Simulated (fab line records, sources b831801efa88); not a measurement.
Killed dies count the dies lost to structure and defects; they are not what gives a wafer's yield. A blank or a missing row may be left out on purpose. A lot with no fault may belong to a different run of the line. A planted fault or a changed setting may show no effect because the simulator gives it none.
Comparing a struck lot with a sound one + flow sky130 + 34 out of 708 route steps
Sound: wafers L454.1, L454.2, L454.4. Struck: wafer L467.3. (L467.1, L467.5 of the same lot were not struck and are left out.) The cause comes at the end.
At each step with rows: each side's tool, then ch and its chambers, then its first start. Under that, the readings that differ: sound wafers + struck wafers + difference of the means + sigmas: that difference in standard deviations of wafers without a fault.
alike: readings whose means differ by less than 2 such deviations, and words and numbers that are the same on both sides. not compared: withheld readings, readings that some wafer has no value for, bounds like >300 that may hide the same value, and numbers for which the record gives no deviation and whose values overlap.
The two part at a step that has a row with sigmas, a row that says differs or no value, or rows on one side only. Non-overlapping numbers with no deviation appear without sigmas and do not part them. Lack of a reading on every wafer of one side parts them only where that side has two or more wafers.

first, 9 steps without rows for these wafers: SKY_METAL1_DEHYDRATE_07 (time 60 s); SKY_METAL1_HMDS_08 (prime time 60 s); SKY_METAL1_COAT_09 (resist thk 60 nm); SKY_METAL1_COAT_10 (resist thk 450 nm); SKY_METAL1_SOFTBAKE_11 (time 90 s); SKY_METAL1_EXPOSE_12 (exposes mask MM1, target cd 140 nm); SKY_METAL1_PEB_13; SKY_METAL1_DEVELOP_14 (develop time 60 s); SKY_METAL1_DESCUM_17 (chemistry O2, time 8 s).
SKY_METAL1_ETCH_18: etches BARC in N2/H2, stops on SiO2, time 45.9 s, target depth 60 nm.
  sound on rie metal-04 ch 0,1, day 32 17:42; struck on rie metal-04 ch 0, day 37 10:43
  alike: drypump motor current A, oes product au, throttle valve pct
  not compared: rf hours counter h
then, 23 steps without rows for these wafers: SKY_METAL1_METAL_ETCH_19 (etches the open film in Cl2/BCl3, stops on SiO2, target depth 360 nm, time 81.04 s); SKY_METAL1_STRIP_20 (strips in O2/N2); SKY_METAL1_STRIP_21 (strips in post etch residue remover, time 1200 s); SKY_METAL1_CLEAN_22 (cleans in IPA, time 180 s); SKY_METAL1_CLEAN_23 (cleans in O3/DIW); SKY_VIA1_HDPCVD_00 (deposits SiO2, target thk 1030 nm, time 171.7 s); SKY_VIA1_CMP_02 (polishes SiO2); SKY_VIA1_DEHYDRATE_04 (time 60 s); SKY_VIA1_HMDS_05 (prime time 60 s); SKY_VIA1_COAT_06 (resist thk 60 nm); SKY_VIA1_COAT_07 (resist thk 450 nm); SKY_VIA1_SOFTBAKE_08 (time 90 s); SKY_VIA1_EXPOSE_09 (exposes mask VIM, target cd 150 nm); SKY_VIA1_PEB_10; SKY_VIA1_DEVELOP_11 (develop time 60 s); SKY_VIA1_ETCH_14 (etches BARC in N2/H2, stops on SiO2, time 45.9 s, target depth 60 nm); SKY_VIA1_ETCH_15 (etches SiO2 in C4F8/O2/Ar, stops on TiN, target depth 351 nm, time 54 s); SKY_VIA1_STRIP_16 (strips in O2/N2); SKY_VIA1_STRIP_17 (strips in post etch residue remover, time 1200 s); SKY_VIA1_CLEAN_18 (cleans in IPA, time 180 s); SKY_VIA1_CLEAN_19 (cleans in O3/DIW); SKY_VIA1_SPUTTER_20 (material TiN, target thk 20 nm, time 80 s); SKY_VIA1_CVD_21 (deposits W, target thk 270 nm, time 80.902 s).
-- the record jumps here: 12 days lie between the struck wafers' starts before and after (it left off in module VIA1 and takes up again in module PAD_OPEN, whose first step shown is number 708 of the route) --
SKY_PAD_OPEN_PROBE_99:
  sound on prober-02, day 45 19:49; struck on prober-01, day 49 09:11
| reading                               | sound              | struck | difference | sigmas |
|---------------------------------------|--------------------|--------|------------|--------|
| defect limited yield (%)              | 83.1 80.1 83.7     | 75.8   | -6.5       | -3     |
| killed_at_M0_to_M3                    | 36 46 38           | 90     | +50        | +7     |
| killed at front end                   | 21 18 17           | 7      | -12        | -3     |
| killed dies                           | 83 98 80           | 119    | +32        | +3     |
| sort_bin_3_pad_short (%)              | 1.4 1.0 0.4        | 2.0    | +1.1       | +3     |
| sort_bin_5_function (%)               | 9.1 12.8 9.1       | 14.2   | +3.9       | +2     |
| sort n pass                           | 409 394 412        | 373    | -32        | -3     |
| sort yield pct (%)                    | 83.1 80.1 83.7     | 75.8   | -6.5       | -3     |
| model.etest.tester.sort n pass        | 409 394 412        | 373    | -32        |        |
| model.etest.tester.sort yield pct (%) | 83.13 80.08 83.74  | 75.81  | -6.51      |        |
| model.etest.tester.sort_bin_5_pct (%) | 9.146 12.8 9.146   | 14.23  | +3.87      |        |
| model.etest.tester.sort_bin_3_pct (%) | 1.423 1.016 0.4065 | 2.033  | +1.084     |        |
  alike: killed_at_M4_up, killed at contacts, killed at other, killed open, killed short, sort_bin_6_memory

== WHERE THEY PART ==
Within this record, at SKY_PAD_OPEN_PROBE_99 only.

WHY: the cause the simulator had injected
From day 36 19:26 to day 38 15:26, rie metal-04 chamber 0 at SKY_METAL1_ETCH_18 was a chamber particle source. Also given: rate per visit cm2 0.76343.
